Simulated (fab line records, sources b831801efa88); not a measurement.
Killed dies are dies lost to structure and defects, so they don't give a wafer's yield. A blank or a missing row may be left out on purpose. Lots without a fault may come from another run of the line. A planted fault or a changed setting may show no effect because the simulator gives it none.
Split-lot experiment | flow sky130 | 5 lots, 23 wafers read, on a route of 708 steps

THE SPLIT
At SKY_METAL4_METAL_ETCH_18 (etches the open film in Cl2/BCl3, stops on SiO2, target depth 845 nm, time 183.1 s), the setting over_etch_frac was moved away from the recipe's 0.3 on 5 of the 23 wafers read, by -23.4% to +11.3%. The other wafers ran this setting at the recipe's value.

The reading is taken at the split's own step.

THE READING
oes_product_au, in a.u., at SKY_METAL4_METAL_ETCH_18 (etches the open film in Cl2/BCl3, stops on SiO2, target depth 845 nm, time 183.1 s). Fault-free wafers of this fab line usually give 0.864 a.u., standard deviation 0.0063 a.u..

wafer  | tool, chamber at the split | over_etch_frac as run | against the recipe | oes_product_au, a.u. | against lot-mates on the recipe
L074.1 | rie_metal-01, 0            | 0.3339                | +11.3%             | 0.850                | -0.013
L074.3 | rie_metal-01, 0            | 0.3339                | +11.3%             | 0.853                | -0.010
L074.4 | rie_metal-01, 0            | 0.3339                | +11.3%             | 0.859                | -0.004
L074.5 | rie_metal-01, 0            | 0.3                   | recipe             | 0.864                | -
L074.6 | rie_metal-01, 0            | 0.3                   | recipe             | 0.863                | -
L079.1 | rie_metal-04, 0            | 0.2299                | -23.4%             | 0.890                | +0.026
L079.3 | rie_metal-04, 1            | 0.3                   | recipe             | 0.871                | -
L079.4 | rie_metal-04, 0            | 0.2299                | -23.4%             | 0.899                | +0.035
L079.5 | rie_metal-04, 1            | 0.3                   | recipe             | 0.862                | -
L079.6 | rie_metal-04, 0            | 0.3                   | recipe             | 0.859                | -
L081.2 | rie_metal-03, 1            | 0.3                   | recipe             | 0.869                | -
L081.3 | rie_metal-03, 0            | 0.3                   | recipe             | 0.870                | -
L081.4 | rie_metal-03, 1            | 0.3                   | recipe             | 0.871                | -
L081.5 | rie_metal-03, 1            | 0.3                   | recipe             | 0.858                | -
L081.6 | rie_metal-03, 0            | 0.3                   | recipe             | 0.863                | -
L084.1 | rie_metal-03, 0            | 0.3                   | recipe             | 0.848                | -
L084.2 | rie_metal-03, 1            | 0.3                   | recipe             | 0.860                | -
L084.4 | rie_metal-03, 1            | 0.3                   | recipe             | 0.861                | -
L084.5 | rie_metal-03, 1            | 0.3                   | recipe             | 0.861                | -
L084.6 | rie_metal-03, 0            | 0.3                   | recipe             | 0.860                | -
L085.2 | rie_metal-03, 1            | 0.3                   | recipe             | 0.860                | -
L085.3 | rie_metal-03, 0            | 0.3                   | recipe             | 0.862                | -
L085.6 | rie_metal-03, 0            | 0.3                   | recipe             | 0.864                | -

THE FIT
A straight line over all 23 wafers: oes_product_au changes by -0.0012 a.u. for each +1% of over_etch_frac; r = -0.87; the points scatter about the line by 0.0057 a.u..
The same after taking each lot's own level away (the mean of its wafers on the recipe; 23 wafers): -0.00118 a.u. for each +1%; r = -0.90; scatter 0.0047 a.u..
On that fit, the largest move of over_etch_frac shifts the reading by 0.028 a.u..
The lots' own levels span 0.8580 to 0.8662 a.u., that is 1.3 times the standard deviation above.
So the lot-to-lot level changes the slope little: the two slopes agree.
Check: with one of the wafers moved furthest among these (-23.4%) left out of the fit, the line predicts +0.0298 a.u. for it against its lot-mates. It came out at +0.026 a.u. against them.
Tool readings at the split's step, against how far the setting was moved: oes_product_au r = -0.87.

OTHER SPLITS ON THESE WAFERS
These wafers also went through other splits before the reading. Each is held against what the fit with the lots' levels taken away leaves over:
other split on the same wafers     | wafers away from the commonest value | r with oes_product_au (lot level and that fit taken away)
SKY_METAL2_METAL_ETCH_19 icp_w     | 6                                    | -0.15
SKY_CAPM_SPUTTER_02 power_w        | 9                                    | -0.07
SKY_CAPM_METAL_ETCH_13 bias_w      | 5                                    | +0.16
SKY_METAL3_METAL_ETCH_18 time_s    | 10                                   | -0.16
SKY_VIA3_CMP_02 leave_above_ref_nm | 5                                    | +0.29
SKY_METAL4_SPUTTER_00 time_s       | 11                                   | -0.07
SKY_CAP2M_COAT_07 spin_rpm         | 8                                    | +0.06
SKY_CAP2M_SOFTBAKE_08 time_s       | 8                                    | -0.32

THE FILE'S OWN FIT
oes_product_au changes by -0.00122 a.u. for each +1% of over_etch_frac, r = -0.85.
